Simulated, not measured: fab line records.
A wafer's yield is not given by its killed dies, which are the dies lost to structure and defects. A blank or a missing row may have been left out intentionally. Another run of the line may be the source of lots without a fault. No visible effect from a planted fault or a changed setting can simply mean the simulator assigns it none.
Which tool is to blame? :: flow gf180mcu :: 14 lots, 39 wafers sampled, at 6 steps of a route of 602

WHAT EACH GAUGE READ, for each wafer
GF_NSD_OVL_MEAS_08. Usual: NSD_OVL -0.9 nm, standard deviation 1.3.
lot: L260
measured: day 13 02:25
on: overlay-02
NSD_OVL (nm): -0.9 -3.8 -3.4
flag: 

lot: L261
measured: day 13 15:29
on: overlay-02
NSD_OVL (nm): 0.0 0.1 -2.8
flag: 

lot: L263
measured: day 14 01:11
on: overlay-01
NSD_OVL (nm): -1.2 0.3 1.1
flag: 

lot: L265
measured: day 14 18:46
on: overlay-02
NSD_OVL (nm): -0.5 0.2 1.2
flag: 

lot: L268
measured: day 16 01:38
on: overlay-01
NSD_OVL (nm): 0.1 0.5
flag: 

lot: L270
measured: day 17 01:11
on: overlay-02
NSD_OVL (nm): -2.0 -0.3
flag: 

lot: L272
measured: day 17 07:46
on: overlay-01
NSD_OVL (nm): 0.5 0.4
flag: 

lot: L274
measured: day 18 01:56
on: overlay-01
NSD_OVL (nm): 0.0 -0.6 1.0
flag: 

lot: L275
measured: day 18 08:35
on: overlay-01
NSD_OVL (nm): 1.0 2.3 0.8
flag: 

lot: L278
measured: day 19 12:07
on: overlay-02
NSD_OVL (nm): -1.5 -2.1 -2.0
flag: 

lot: L279
measured: day 19 17:07
on: overlay-02
NSD_OVL (nm): -1.3 -3.0 -3.0
flag: 

lot: L280
measured: day 20 10:47
on: overlay-02
NSD_OVL (nm): -1.0 0.6 -1.0
flag: 

lot: L281
measured: day 20 17:01
on: overlay-01
NSD_OVL (nm): 0.4 -0.3 1.3
flag: 

lot: L282
measured: day 21 02:37
on: overlay-02
NSD_OVL (nm): 0.7 -1.7 -1.9
flag: 

GF_NSD_TW_MEAS_12. Usual: NSD_TW 4290, standard deviation 30.
lot: L260
measured: day 13 02:51
on: film_metro-01
NSD_TW: 4259 4267 4255
flag: 

lot: L261
measured: day 13 15:55
on: film_metro-04
NSD_TW: 4287 4302 4313
flag: 

lot: L263
measured: day 14 01:37
on: film_metro-02
NSD_TW: 4301 4294 4300
flag: 

lot: L265
measured: day 14 19:13
on: film_metro-02
NSD_TW: 4312 4319 4290
flag: 

lot: L268
measured: day 16 02:05
on: film_metro-02
NSD_TW: 4333 4323
flag: 

lot: L270
measured: day 17 01:37
on: film_metro-01
NSD_TW: 4251 4279
flag: 

lot: L272
measured: day 17 08:13
on: film_metro-02
NSD_TW: 4336 4336
flag: 

lot: L274
measured: day 18 02:22
on: film_metro-04
NSD_TW: 4299 4309 4284
flag: 

lot: L275
measured: day 18 09:02
on: film_metro-01
NSD_TW: 4262 4281 4283
flag: 

lot: L278
measured: day 19 12:34
on: film_metro-01
NSD_TW: 4276 4241 4253
flag: 

lot: L279
measured: day 19 17:34
on: film_metro-04
NSD_TW: 4288 4307 4289
flag: 

lot: L280
measured: day 20 11:14
on: film_metro-04
NSD_TW: 4249 4271 4262
flag: 

lot: L281
measured: day 20 17:27
on: film_metro-04
NSD_TW: 4269 4261 4298
flag: 

lot: L282
measured: day 21 03:04
on: film_metro-04
NSD_TW: 4297 4287 4276
flag: 

GF_PSD_RS_MEAS_14: a four-point-probe measurement. Usual: NSD_RS 46.15 ohm/sq, standard deviation 0.11.
lot: L260
measured: day 13 23:17
on: film_metro-02
NSD_RS (ohm/sq): 46.12 46.12 46.07
flag: 

lot: L261
measured: day 14 13:19
on: film_metro-02
NSD_RS (ohm/sq): 46.11 46.14 46.09
flag: 

lot: L263
measured: day 14 22:09
on: film_metro-02
NSD_RS (ohm/sq): 46.04 46.06 45.98
flag: 

lot: L265
measured: day 15 17:31
on: film_metro-02
NSD_RS (ohm/sq): 46.02 46.07 46.19
flag: 

lot: L268
measured: day 17 01:23
on: film_metro-04
NSD_RS (ohm/sq): 46.17 44.61
flag: OFF

lot: L270
measured: day 18 01:15
on: film_metro-02
NSD_RS (ohm/sq): 44.60 46.11
flag: OFF

lot: L272
measured: day 18 08:34
on: film_metro-01
NSD_RS (ohm/sq): 46.03 44.53
flag: OFF

lot: L274
measured: day 19 02:08
on: film_metro-04
NSD_RS (ohm/sq): 46.29 46.29 46.28
flag: 

lot: L275
measured: day 19 10:14
on: film_metro-04
NSD_RS (ohm/sq): 46.18 46.11 46.21
flag: 

lot: L278
measured: day 20 13:13
on: film_metro-04
NSD_RS (ohm/sq): 46.27 46.22 46.23
flag: 

lot: L279
measured: day 20 17:50
on: film_metro-01
NSD_RS (ohm/sq): 45.91 46.06 46.04
flag: 

lot: L280
measured: day 21 11:04
on: film_metro-01
NSD_RS (ohm/sq): 46.04 46.02 46.10
flag: 

lot: L281
measured: day 21 17:48
on: film_metro-04
NSD_RS (ohm/sq): 46.37 46.22 46.28
flag: 

lot: L282
measured: day 22 03:11
on: film_metro-01
NSD_RS (ohm/sq): 46.12 46.09 46.17
flag: 

GF_PSD_RS_MEAS_15: a four-point-probe measurement. Usual: PSD_RS 108.6 ohm/sq, standard deviation 0.34.
lot: L260
measured: day 13 23:25
on: film_metro-02
PSD_RS (ohm/sq): 108.3 108.0 108.3
flag: 

lot: L261
measured: day 14 13:26
on: film_metro-02
PSD_RS (ohm/sq): 108.7 108.4 108.7
flag: 

lot: L263
measured: day 14 22:16
on: film_metro-02
PSD_RS (ohm/sq): 108.3 108.2 108.3
flag: 

lot: L265
measured: day 15 17:38
on: film_metro-02
PSD_RS (ohm/sq): 108.1 108.0 108.2
flag: 

lot: L268
measured: day 17 01:30
on: film_metro-04
PSD_RS (ohm/sq): 108.7 105.4
flag: OFF

lot: L270
measured: day 18 01:22
on: film_metro-02
PSD_RS (ohm/sq): 105.4 108.8
flag: OFF

lot: L272
measured: day 18 08:41
on: film_metro-01
PSD_RS (ohm/sq): 108.0 104.6
flag: OFF

lot: L274
measured: day 19 02:15
on: film_metro-04
PSD_RS (ohm/sq): 109.0 109.1 109.1
flag: 

lot: L275
measured: day 19 10:21
on: film_metro-04
PSD_RS (ohm/sq): 108.9 108.8 109.0
flag: 

lot: L278
measured: day 20 13:20
on: film_metro-04
PSD_RS (ohm/sq): 108.6 108.9 108.8
flag: 

lot: L279
measured: day 20 17:57
on: film_metro-01
PSD_RS (ohm/sq): 108.4 108.3 108.5
flag: 

lot: L280
measured: day 21 11:11
on: film_metro-01
PSD_RS (ohm/sq): 108.4 108.5 108.8
flag: 

lot: L281
measured: day 21 17:55
on: film_metro-04
PSD_RS (ohm/sq): 108.8 108.7 108.6
flag: 

lot: L282
measured: day 22 03:18
on: film_metro-01
PSD_RS (ohm/sq): 108.3 108.6 108.7
flag: 

TOOL THAT RAN EACH LOT (tool first, then ch and the chambers of the sampled wafers, then the start)
lot: L260
GF_HV_LDD_RTA_52: rtp_anneal-02 ch 0, day 12 04:37
GF_PSD_RTA_13: rtp_anneal-02 ch 0, day 13 23:13

lot: L261
GF_HV_LDD_RTA_52: rtp_anneal-02 ch 0, day 12 16:16
GF_PSD_RTA_13: rtp_anneal-01 ch 0, day 14 13:13

lot: L263
GF_HV_LDD_RTA_52: rtp_anneal-01 ch 0, day 13 02:13
GF_PSD_RTA_13: rtp_anneal-02 ch 0, day 14 22:04

lot: L265
GF_HV_LDD_RTA_52: rtp_anneal-02 ch 0, day 13 19:43
GF_PSD_RTA_13: rtp_anneal-02 ch 0, day 15 17:25

lot: L268
GF_HV_LDD_RTA_52: rtp_anneal-01 ch 0, day 15 01:22
GF_PSD_RTA_13: rtp_anneal-02 ch 0, day 17 01:18

lot: L270
GF_HV_LDD_RTA_52: rtp_anneal-02 ch 0, day 15 23:28
GF_PSD_RTA_13: rtp_anneal-02 ch 0, day 18 01:10

lot: L272
GF_HV_LDD_RTA_52: rtp_anneal-01 ch 0, day 16 06:07
GF_PSD_RTA_13: rtp_anneal-02 ch 0, day 18 08:28

lot: L274
GF_HV_LDD_RTA_52: rtp_anneal-01 ch 0, day 16 22:44
GF_PSD_RTA_13: rtp_anneal-01 ch 0, day 19 02:02

lot: L275
GF_HV_LDD_RTA_52: rtp_anneal-02 ch 0, day 17 06:22
GF_PSD_RTA_13: rtp_anneal-01 ch 0, day 19 10:08

lot: L278
GF_HV_LDD_RTA_52: rtp_anneal-01 ch 0, day 18 08:46
GF_PSD_RTA_13: rtp_anneal-02 ch 0, day 20 13:07

lot: L279
GF_HV_LDD_RTA_52: rtp_anneal-01 ch 0, day 18 13:08
GF_PSD_RTA_13: rtp_anneal-02 ch 0, day 20 17:44

lot: L280
GF_HV_LDD_RTA_52: rtp_anneal-02 ch 0, day 19 07:17
GF_PSD_RTA_13: rtp_anneal-02 ch 0, day 21 10:58

lot: L281
GF_HV_LDD_RTA_52: rtp_anneal-02 ch 0, day 19 14:22
GF_PSD_RTA_13: rtp_anneal-01 ch 0, day 21 17:43

lot: L282
GF_HV_LDD_RTA_52: rtp_anneal-01 ch 0, day 19 22:58
GF_PSD_RTA_13: rtp_anneal-02 ch 0, day 22 03:05
- GF_HV_LDD_RTA_52: time 10 s.
- GF_PSD_RTA_13: time 20 s.

WHAT THE TOOLS THEMSELVES READ (means of the sampled wafers that have a number; where no wafer has one, the mark that the record gives instead)
GF_HV_LDD_RTA_52. Usual: lamp_power_pct 36 %, standard deviation 4.8; wafer_temp_C_max 1004.2, standard deviation 1.2.
lot: L260
tool: rtp_anneal-02
lamp_power_pct (%): 41
wafer_temp_C_max: 1005.5
flag: 

lot: L261
tool: rtp_anneal-02
lamp_power_pct (%): 41
wafer_temp_C_max: 1005.1
flag: 

lot: L263
tool: rtp_anneal-01
lamp_power_pct (%): 32
wafer_temp_C_max: 1003.6
flag: 

lot: L265
tool: rtp_anneal-02
lamp_power_pct (%): 41
wafer_temp_C_max: 1005.5
flag: 

lot: L268
tool: rtp_anneal-01
lamp_power_pct (%): 32
wafer_temp_C_max: 1003.1
flag: 

lot: L270
tool: rtp_anneal-02
lamp_power_pct (%): 41
wafer_temp_C_max: 1004.1
flag: 

lot: L272
tool: rtp_anneal-01
lamp_power_pct (%): 32
wafer_temp_C_max: 1004.1
flag: 

lot: L274
tool: rtp_anneal-01
lamp_power_pct (%): 32
wafer_temp_C_max: 1002.6
flag: 

lot: L275
tool: rtp_anneal-02
lamp_power_pct (%): 41
wafer_temp_C_max: 1004.6
flag: 

lot: L278
tool: rtp_anneal-01
lamp_power_pct (%): 32
wafer_temp_C_max: 1003.5
flag: 

lot: L279
tool: rtp_anneal-01
lamp_power_pct (%): 32
wafer_temp_C_max: 1003.2
flag: 

lot: L280
tool: rtp_anneal-02
lamp_power_pct (%): 41
wafer_temp_C_max: 1004.7
flag: 

lot: L281
tool: rtp_anneal-02
lamp_power_pct (%): 41
wafer_temp_C_max: 1004.9
flag: 

lot: L282
tool: rtp_anneal-01
lamp_power_pct (%): 32
wafer_temp_C_max: 1003.6
flag: 

GF_PSD_RTA_13. Usual: lamp_power_pct 40 %, standard deviation 4.6; run_length_s 49.02 s, standard deviation 0.23; wafer_temp_C_max 1029.6, standard deviation 1.1.
lot: L260
tool: rtp_anneal-02
lamp_power_pct (%): 43
run_length_s (s): 49.18
wafer_temp_C_max: 1029.4
flag: 

lot: L261
tool: rtp_anneal-01
lamp_power_pct (%): 33
run_length_s (s): 48.78
wafer_temp_C_max: 1029.4
flag: 

lot: L263
tool: rtp_anneal-02
lamp_power_pct (%): 43
run_length_s (s): 49.21
wafer_temp_C_max: 1030.1
flag: 

lot: L265
tool: rtp_anneal-02
lamp_power_pct (%): 43
run_length_s (s): 49.06
wafer_temp_C_max: 1030.0
flag: 

lot: L268
tool: rtp_anneal-02
lamp_power_pct (%): 43
run_length_s (s): 52.61
wafer_temp_C_max: 1030.0
flag: OFF

lot: L270
tool: rtp_anneal-02
lamp_power_pct (%): 43
run_length_s (s): 52.71
wafer_temp_C_max: 1030.4
flag: OFF

lot: L272
tool: rtp_anneal-02
lamp_power_pct (%): 43
run_length_s (s): 52.64
wafer_temp_C_max: 1029.2
flag: OFF

lot: L274
tool: rtp_anneal-01
lamp_power_pct (%): 33
run_length_s (s): 48.67
wafer_temp_C_max: 1028.6
flag: 

lot: L275
tool: rtp_anneal-01
lamp_power_pct (%): 33
run_length_s (s): 48.68
wafer_temp_C_max: 1029.4
flag: 

lot: L278
tool: rtp_anneal-02
lamp_power_pct (%): 43
run_length_s (s): 49.01
wafer_temp_C_max: 1029.5
flag: 

lot: L279
tool: rtp_anneal-02
lamp_power_pct (%): 43
run_length_s (s): 49.17
wafer_temp_C_max: 1029.7
flag: 

lot: L280
tool: rtp_anneal-02
lamp_power_pct (%): 43
run_length_s (s): 49.26
wafer_temp_C_max: 1029.8
flag: 

lot: L281
tool: rtp_anneal-01
lamp_power_pct (%): 33
run_length_s (s): 48.76
wafer_temp_C_max: 1028.5
flag: 

lot: L282
tool: rtp_anneal-02
lamp_power_pct (%): 43
run_length_s (s): 49.01
wafer_temp_C_max: 1029.1
flag: 

THE ANSWER, worked out from the rows above alone
Rule: a lot is off if the mean of its wafers that have a number lies more than 3 standard deviations from the usual mean. Also off: a lot with no number at a reading for which 4 or more lots have one. All remaining lots with rows at the step are treated as sound. After the gauges, taken in route order, come the tools' own readings; for these a lot's mean is taken, as printed above. The first step at which some lot is off is used, and at that step the reading that is off furthest; a lot without a number counts as furthest.
Off: at GF_PSD_RS_MEAS_14 (NSD_RS), L268, L270, L272.
If a tool, at a process step before that reading, ran all the lots that are off and no sound lot after the first of them, it fits. The gauges at GF_PSD_RS_MEAS_14 aren't tried: what is off there is off at GF_PSD_RTA_13 too, on other tools, and a gauge's error can't cause that. None of those tried fits.

WHAT THE SIMULATOR HAD PUT IN
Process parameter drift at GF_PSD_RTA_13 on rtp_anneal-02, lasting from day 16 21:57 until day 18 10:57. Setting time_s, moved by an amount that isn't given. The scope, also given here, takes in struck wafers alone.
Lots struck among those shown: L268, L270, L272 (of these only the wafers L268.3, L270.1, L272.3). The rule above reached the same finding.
